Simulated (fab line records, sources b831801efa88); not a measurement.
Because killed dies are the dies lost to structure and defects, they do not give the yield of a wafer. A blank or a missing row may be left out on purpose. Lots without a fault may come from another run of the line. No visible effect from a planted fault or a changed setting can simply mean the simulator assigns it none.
fab line records	flow sky130
record lots=12	wafers=36	last-day=50
route steps=708 shown FIELD_ISO@14 SONOS_ONO@172 POLY_GATE@227 LI_CONTACT@364
lots with no fault: from the same line, run without faults
start-h: the number of hours between the record's first day and the start of the first shown wafer of the lot	wait-h: hours elapsed since this lot's preceding step	" repeats the value in the row above	L1.1+2: one row covering several wafers at once	- value missing, or start not given	* or withheld: withheld	< > ~ a bound
route shown NAME@n: a module of which the file shows steps, and the number in the route of the first	usual: average and standard deviation across the fault-free wafers	same: alike in all rows	chamber/n: place in a boat	sites: per-site readings	_std_site: the standard deviation of these	_edge_site: mean of outer sites minus mean of inner sites	radius-mm: how far each site lies from the wafer's centre	mask NAME#n: copy n	behind: the tool/chamber that last shaped the wafer	hold: reason for holding the lot/hours on hold/outcome of the hold	device: the n, p or np transistor that did not switch	end of line: tests of these same wafers at the route's end	a step with no rows: only its recipe	killed: dies lost to structure and defects at the first sort, not the wafer's yield	map: shows each die of a wafer: x if killed, . if not, _ if none is there
set.NAME: the setting as run; set.NAME@STEP: as run at that earlier step	model.NAME: the simulator's own value behind a step, which no gauge read
the route's steps for a sample of lots (tables are steps, rows are wafers)
services: when a tool's chamber went out of use (start-h, in hours from the record's first day, below 0 if earlier), for how many hours, and the reason
## steps
# step SKY_FIELD_ISO_CD_MEAS_13
# recipe target-cd-nm=150
# usual cd-nm=150.3/1.5
lot.wafer	tool	chamber	start-h	wait-h	cd-nm
L814.3	cd-sem-02	-	34.51	-	150.7
L814.5	"	-	"	"	151.3
L814.6	"	-	"	"	151.8
L816.4	cd-sem-01	-	43.88	-	150.6
L816.5	"	-	"	"	150.4
L816.6	"	-	"	"	151.6
L819.1	cd-sem-02	-	59.00	-	151.9
L819.3	"	-	"	"	152.3
L819.5	"	-	"	"	150.9
L820.2	cd-sem-01	-	63.92	-	149.7
L820.3	"	-	"	"	149.3
L820.6	"	-	"	"	148.7
L821.3	cd-sem-01	-	70.94	-	151.1
L821.5	"	-	"	"	149.9
L821.6	"	-	"	"	149.5
L830.1	cd-sem-01	-	118.80	-	149.6
L830.5	"	-	"	"	149.4
L830.6	"	-	"	"	149.9
L831.1	cd-sem-02	-	123.95	-	150.3
L831.3	"	-	"	"	149.3
L831.5	"	-	"	"	150.4
L832.1	cd-sem-01	-	126.80	-	148.0
L832.4	"	-	"	"	149.1
L832.6	"	-	"	"	148.2
L833.2	cd-sem-01	-	132.17	-	150.3
L833.3	"	-	"	"	152.3
L833.5	"	-	"	"	149.7
L834.2	cd-sem-02	-	138.02	-	150.6
L834.5	"	-	"	"	150.7
L834.6	"	-	"	"	150.9
L835.1	cd-sem-01	-	145.50	-	150.9
L835.2	"	-	"	"	151.6
L835.5	"	-	"	"	150.0
L836.2	cd-sem-02	-	148.64	-	150.2
L836.3	"	-	"	"	150.7
L836.6	"	-	"	"	149.7
# step SKY_SONOS_ONO_CVD_04
# recipe material=SiO2	precursor=SiH4/N2O	target-thk-nm=5.7199	temp-c=900	pressure-mtorr=400
# usual spike-tc-bottom-C=917.7/1.1	spike-tc-centre-C=900.7/1	spike-tc-lower-C=898.5/1.2	spike-tc-top-C=911.6/1	spike-tc-upper-C=899.9/1.2	susceptor-temp-C=900.0/0.41
lot.wafer	tool	chamber	start-h	wait-h	spike-tc-bottom-C	spike-tc-centre-C	spike-tc-lower-C	spike-tc-top-C	spike-tc-upper-C	susceptor-temp-C
L814.3	lpcvd-03	0	263.11	0.0	919.1	901.2	900.4	913.0	901.2	900.2
L814.5	"	0	"	"	918.3	900.4	897.5	910.9	899.2	900.6
L814.6	"	0	"	"	916.2	900.6	899.1	910.8	899.6	899.5
L816.4	lpcvd-03	0	270.93	0.0	917.2	899.6	899.8	910.7	900.3	899.7
L816.5	"	0	"	"	918.6	901.1	897.7	910.9	899.1	900.1
L816.6	"	0	"	"	919.0	900.5	900.3	910.6	899.3	900.0
L819.1	lpcvd-03	0	297.22	0.1	927.4	911.5	910.2	921.1	910.6	910.8
L819.3	"	0	"	"	927.7	912.4	908.6	921.9	910.1	911.1
L819.5	"	0	"	"	928.9	911.7	908.0	921.0	908.8	910.8
L820.2	lpcvd-03	1	307.66	0.0	925.8	912.1	906.9	922.2	911.3	910.5
L820.3	"	1	"	"	926.8	909.3	907.5	923.5	911.9	910.3
L820.6	"	1	"	"	926.2	912.2	907.4	922.7	910.2	910.5
L821.3	lpcvd-03	1	317.58	0.0	926.9	911.4	909.9	922.0	913.9	909.9
L821.5	"	1	"	"	926.3	911.7	908.7	923.0	911.4	910.0
L821.6	"	1	"	"	927.4	910.6	906.5	922.3	910.4	910.1
L830.1	lpcvd-03	0	393.35	0.1	918.5	900.8	899.9	910.1	899.3	900.0
L830.5	"	0	"	"	919.8	899.8	898.1	911.0	898.2	900.0
L830.6	"	0	"	"	918.2	899.9	898.0	911.2	901.3	899.7
L831.1	lpcvd-03	0	401.68	0.1	917.7	901.1	898.3	911.3	900.5	900.4
L831.3	"	0	"	"	917.5	899.4	900.1	911.5	899.8	900.0
L831.5	"	0	"	"	919.1	901.8	896.8	913.0	899.2	900.3
L832.1	lpcvd-03	1	405.73	0.1	918.5	899.5	897.1	912.1	901.3	900.4
L832.4	"	1	"	"	917.6	901.0	897.6	912.3	900.9	899.8
L832.6	"	1	"	"	916.8	900.8	898.6	912.7	899.5	899.2
L833.2	lpcvd-03	1	416.99	0.0	916.5	900.9	898.6	911.6	900.8	899.5
L833.3	"	1	"	"	917.3	899.9	897.2	911.2	902.1	900.0
L833.5	"	1	"	"	916.6	901.6	896.2	912.0	900.7	899.7
L834.2	lpcvd-03	0	420.28	0.0	917.9	900.5	898.4	910.8	898.4	899.9
L834.5	"	0	"	"	918.6	900.3	899.6	912.0	900.6	899.7
L834.6	"	0	"	"	917.4	899.3	899.2	908.8	899.0	899.9
L835.1	lpcvd-03	0	432.33	0.1	916.8	899.3	900.0	911.9	899.0	899.9
L835.2	"	0	"	"	917.7	901.1	898.0	912.5	900.1	900.4
L835.5	"	0	"	"	917.5	901.6	899.2	911.8	900.2	900.9
L836.2	lpcvd-03	1	440.43	0.0	916.2	900.3	898.3	912.2	901.9	899.0
L836.3	"	1	"	"	918.3	899.2	898.5	911.7	900.3	899.3
L836.6	"	1	"	"	916.8	902.0	898.9	912.5	900.0	899.6
# step SKY_SONOS_ONO_THK_MEAS_05
# recipe reads=SiO2_of_SONOS_ONO_CVD_04
# usual SONOS_ONO_CVD_04_THK=5.73/0.1
lot.wafer	tool	chamber	start-h	wait-h	SONOS_ONO_CVD_04_THK[nm]
L814.3	film-metro-03	-	265.01	0.0	5.72
L814.5	"	-	"	"	5.70
L814.6	"	-	"	"	5.76
L816.4	film-metro-02	-	272.21	0.0	5.70
L816.5	"	-	"	"	5.70
L816.6	"	-	"	"	5.67
L819.1	film-metro-01	-	298.47	0.0	6.60
L819.3	"	-	"	"	6.62
L819.5	"	-	"	"	6.63
L820.2	film-metro-02	-	308.92	0.0	6.66
L820.3	"	-	"	"	6.82
L820.6	"	-	"	"	6.76
L821.3	film-metro-03	-	318.85	0.0	6.60
L821.5	"	-	"	"	6.60
L821.6	"	-	"	"	6.58
L830.1	film-metro-02	-	394.60	0.0	5.70
L830.5	"	-	"	"	5.77
L830.6	"	-	"	"	5.84
L831.1	film-metro-02	-	402.93	0.0	5.71
L831.3	"	-	"	"	5.77
L831.5	"	-	"	"	5.73
L832.1	film-metro-02	-	406.98	0.0	5.81
L832.4	"	-	"	"	5.82
L832.6	"	-	"	"	5.75
L833.2	film-metro-01	-	418.25	0.0	5.82
L833.3	"	-	"	"	5.66
L833.5	"	-	"	"	5.80
L834.2	film-metro-03	-	421.54	0.0	5.68
L834.5	"	-	"	"	5.75
L834.6	"	-	"	"	5.75
L835.1	film-metro-01	-	433.58	0.0	5.84
L835.2	"	-	"	"	5.69
L835.5	"	-	"	"	5.86
L836.2	film-metro-03	-	441.69	0.0	5.86
L836.3	"	-	"	"	5.74
L836.6	"	-	"	"	5.81
# step SKY_POLY_GATE_CD_MEAS_13
# recipe target-cd-nm=150
# usual cd-nm=149.9/1.4
lot.wafer	tool	chamber	start-h	wait-h	cd-nm
L814.3	cd-sem-01	-	377.02	-	152.7
L814.5	"	-	"	"	153.9
L814.6	"	-	"	"	153.2
L816.4	cd-sem-02	-	389.37	-	153.1
L816.5	"	-	"	"	151.9
L816.6	"	-	"	"	151.5
L819.1	cd-sem-01	-	416.60	-	148.3
L819.3	"	-	"	"	149.3
L819.5	"	-	"	"	149.1
L820.2	cd-sem-01	-	430.69	-	151.1
L820.3	"	-	"	"	150.9
L820.6	"	-	"	"	149.7
L821.3	cd-sem-02	-	443.10	-	151.8
L821.5	"	-	"	"	152.2
L821.6	"	-	"	"	150.8
L830.1	cd-sem-02	-	523.28	-	149.1
L830.5	"	-	"	"	149.5
L830.6	"	-	"	"	150.9
L831.1	cd-sem-02	-	531.42	-	149.9
L831.3	"	-	"	"	149.7
L831.5	"	-	"	"	149.5
L832.1	cd-sem-01	-	537.57	-	148.0
L832.4	"	-	"	"	147.5
L832.6	"	-	"	"	148.3
L833.2	cd-sem-02	-	548.30	-	150.9
L833.3	"	-	"	"	151.1
L833.5	"	-	"	"	152.2
L834.2	cd-sem-02	-	550.50	-	147.7
L834.5	"	-	"	"	149.0
L834.6	"	-	"	"	148.7
L835.1	cd-sem-01	-	560.77	-	148.6
L835.2	"	-	"	"	149.4
L835.5	"	-	"	"	147.8
L836.2	cd-sem-02	-	569.24	-	150.3
L836.3	"	-	"	"	149.4
L836.6	"	-	"	"	150.6
# step SKY_LI_CONTACT_CMP_02
# recipe material=PSG	down-force-psi=4	platen-rpm=60	pad-velocity-m-s=0.94248
# usual motor-current-A=11.9/1.6	time-to-endpoint-s=31.6/2.4
lot.wafer	tool	chamber	start-h	wait-h	motor-current-A	time-to-endpoint-s
L814.3	cmp-01	1	650.32	0.1	14.9	25.5
L814.5	"	3	"	"	11.3	27.4
L814.6	"	0	"	"	10.4	26.6
L816.4	cmp-02	2	666.59	0.1	12.1	27.4
L816.5	"	0	"	"	12.3	33.4
L816.6	"	1	"	"	9.8	32.1
L819.1	cmp-01	3	691.18	0.1	11.5	32.8
L819.3	"	2	"	"	11.3	34.1
L819.5	"	3	"	"	10.9	28.3
L820.3	cmp-02	2	704.18	0.1	11.8	26.9
L820.2	"	3	"	"	12.4	30.9
L820.6	"	0	"	"	12.5	32.1
L821.3	cmp-01	3	714.83	0.0	11.2	31.6
L821.5	"	3	"	"	10.9	32.1
L821.6	"	0	"	"	9.6	27.4
L830.1	cmp-01	2	785.84	0.1	11.5	30.7
L830.5	"	1	"	"	14.3	32.1
L830.6	"	2	"	"	11.6	29.4
L831.1	cmp-01	0	793.87	0.1	9.9	30.9
L831.3	"	2	"	"	12.2	32.5
L831.5	"	0	"	"	10.2	34.2
L832.1	cmp-01	0	799.40	0.1	10.7	32.5
L832.4	"	2	"	"	12.4	33.3
L832.6	"	0	"	"	10.4	36.5
L833.3	cmp-01	1	807.16	0.1	14.7	35.5
L833.2	"	2	"	"	12.2	31.7
L833.5	"	0	"	"	10.1	32.4
L834.2	cmp-01	1	809.32	0.2	14.7	34.9
L834.5	"	2	"	"	12.2	35.3
L834.6	"	3	"	"	11.1	32.3
L835.2	cmp-02	2	821.44	0.0	12.4	28.7
L835.1	"	0	"	"	13.2	27.2
L835.5	"	2	"	"	12.1	28.0
L836.3	cmp-01	0	826.71	0.1	10.2	34.9
L836.2	"	1	"	"	14.1	33.3
L836.6	"	3	"	"	11.2	32.5
## services
tool	chamber	start-h	hours	kind
lpcvd-03	-	241.83	6.1	pm
cmp-01	-	324.20	1.2	repair
cmp-01	-	349.99	5.7	pm
lpcvd-03	-	353.15	0.7	repair
cmp-01	-	357.21	0.5	repair
cmp-02	-	383.94	0.5	repair
lpcvd-03	-	389.72	0.2	repair
cmp-01	-	403.20	0.7	repair
cmp-02	-	404.00	4.0	pm
cmp-01	-	408.36	1.2	repair
cmp-02	-	430.14	3.3	repair
cmp-02	-	456.09	6.7	pm
cmp-02	-	493.94	0.8	repair
cmp-02	-	532.65	3.1	repair
cmp-02	-	569.98	2.0	repair
cmp-01	-	572.11	4.0	pm
cmp-01	-	665.93	0.9	repair
cmp-01	-	666.48	6.6	repair
cmp-01	-	682.24	5.3	pm
cmp-01	-	705.43	0.4	repair
cmp-01	-	716.01	1.7	repair
cmp-01	-	718.97	5.5	pm
lpcvd-03	-	757.49	0.8	pm
cmp-01	-	802.23	0.9	repair
## key
first-sign step=SKY_SONOS_ONO_CVD_04	reading=susceptor-temp-C	direction=up	sigmas=26	usual=*	struck=*
effect step=SKY_SONOS_ONO_CVD_04	reading=spike-tc-centre-C	direction=up	sigmas=11	usual=900.7	struck=911.4
effect step=SKY_SONOS_ONO_THK_MEAS_05	reading=SONOS_ONO_CVD_04_THK	direction=up	sigmas=9.1	usual=5.73	struck=6.65
met-at SKY_SONOS_ONO_CVD_04
struck-lots L819,L820,L821
tester-left-out L819,L820,L821
not-acting-at SKY_FIELD_ISO_CD_MEAS_13,SKY_POLY_GATE_CD_MEAS_13,SKY_LI_CONTACT_CMP_02
onset-between 270.93 297.22
fault kind=process-parameter-drift	tool=lpcvd-03	chamber=-	onset-h=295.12	steps=SKY_SONOS_ONO_CVD_04	channel=temp-c	offset=*	shape=step	end-h=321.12	stated=*
# tester-left-out: of these lots the tester's yield and bins aren't shown, on N5 and GAA mostly nor the transistor test; their killed dies are dies lost to structure and defects alone, not to doping, threshold or leakage, so they don't give the yield
